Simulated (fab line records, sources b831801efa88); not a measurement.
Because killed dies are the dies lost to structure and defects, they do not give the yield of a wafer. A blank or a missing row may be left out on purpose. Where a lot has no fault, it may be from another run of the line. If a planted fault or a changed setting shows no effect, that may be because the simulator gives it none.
Matching of chambers / flow sky130 / 4 sister chambers for SKY_VIA4_CMP_02 on cmp-01
The step polishes SiO2. 8 wafers are shown with their chamber, then 12 later ones without.

WAFERS, EACH WITH ITS CHAMBER
wafer=L084.2; chamber=0; motor current A (A)=12.6; edge zone pressure frac=1.006
wafer=L085.3; chamber=3; motor current A (A)=12.0; edge zone pressure frac=1.003
wafer=L085.5; chamber=0; motor current A (A)=12.5; edge zone pressure frac=0.999
wafer=L088.3; chamber=3; motor current A (A)=12.2; edge zone pressure frac=0.995
wafer=L088.6; chamber=1; motor current A (A)=11.4; edge zone pressure frac=0.999
wafer=L090.2; chamber=1; motor current A (A)=10.9; edge zone pressure frac=1.004
wafer=L090.3; chamber=2; motor current A (A)=13.0; edge zone pressure frac=0.998
wafer=L090.5; chamber=2; motor current A (A)=12.6; edge zone pressure frac=0.992

WAFERS WHOSE CHAMBER IS MISSING
wafer=L093.2; motor current A (A)=12.4; edge zone pressure frac=0.994
wafer=L093.3; motor current A (A)=12.1; edge zone pressure frac=1.004
wafer=L093.5; motor current A (A)=12.0; edge zone pressure frac=0.998
wafer=L094.1; motor current A (A)=10.8; edge zone pressure frac=1.004
wafer=L094.4; motor current A (A)=13.1; edge zone pressure frac=1.009
wafer=L094.5; motor current A (A)=12.4; edge zone pressure frac=1.004
wafer=L095.2; motor current A (A)=12.7; edge zone pressure frac=1.001
wafer=L095.4; motor current A (A)=10.7; edge zone pressure frac=0.989
wafer=L095.5; motor current A (A)=12.0; edge zone pressure frac=0.986
wafer=L096.1; motor current A (A)=12.1; edge zone pressure frac=1.000
wafer=L096.2; motor current A (A)=12.6; edge zone pressure frac=1.004
wafer=L096.3; motor current A (A)=12.5; edge zone pressure frac=0.984

CHAMBER TAKEN BY EACH
wafer=L093.2; from the rows above=can't be placed: 3 or 2 or 0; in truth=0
wafer=L093.3; from the rows above=can't be placed: 3 or 0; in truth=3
wafer=L093.5; from the rows above=3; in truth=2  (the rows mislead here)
wafer=L094.1; from the rows above=1; in truth=1
wafer=L094.4; from the rows above=can't be placed: 0 or 2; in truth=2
wafer=L094.5; from the rows above=can't be placed: 0 or 3 or 2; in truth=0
wafer=L095.2; from the rows above=can't be placed: 0 or 2 or 3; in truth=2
wafer=L095.4; from the rows above=1; in truth=1
wafer=L095.5; from the rows above=can't be placed: 3 or 2 or 0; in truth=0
wafer=L096.1; from the rows above=can't be placed: 3 or 0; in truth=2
wafer=L096.2; from the rows above=can't be placed: 0 or 2 or 3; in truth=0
wafer=L096.3; from the rows above=can't be placed: 2 or 3 or 0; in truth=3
Correctly placed: 2 of 12. Can't be placed from these rows: 9 (the true chamber is among the candidates in 8). Placed wrongly: 1.
How it was worked out, from the rows above alone: a wafer's distance from a chamber is the root of the sum, over the readings, of the square of ((its reading less the chamber's mean) divided by the reading's scatter). The wafer belongs to the nearest chamber; if the next one is less than 2 further off, it can't be placed. A chamber's mean is the mean of its shown wafers. The scatter: the root of (the sum of the squares of (reading less its chamber's mean) over the shown wafers, divided by (wafers less chambers)).
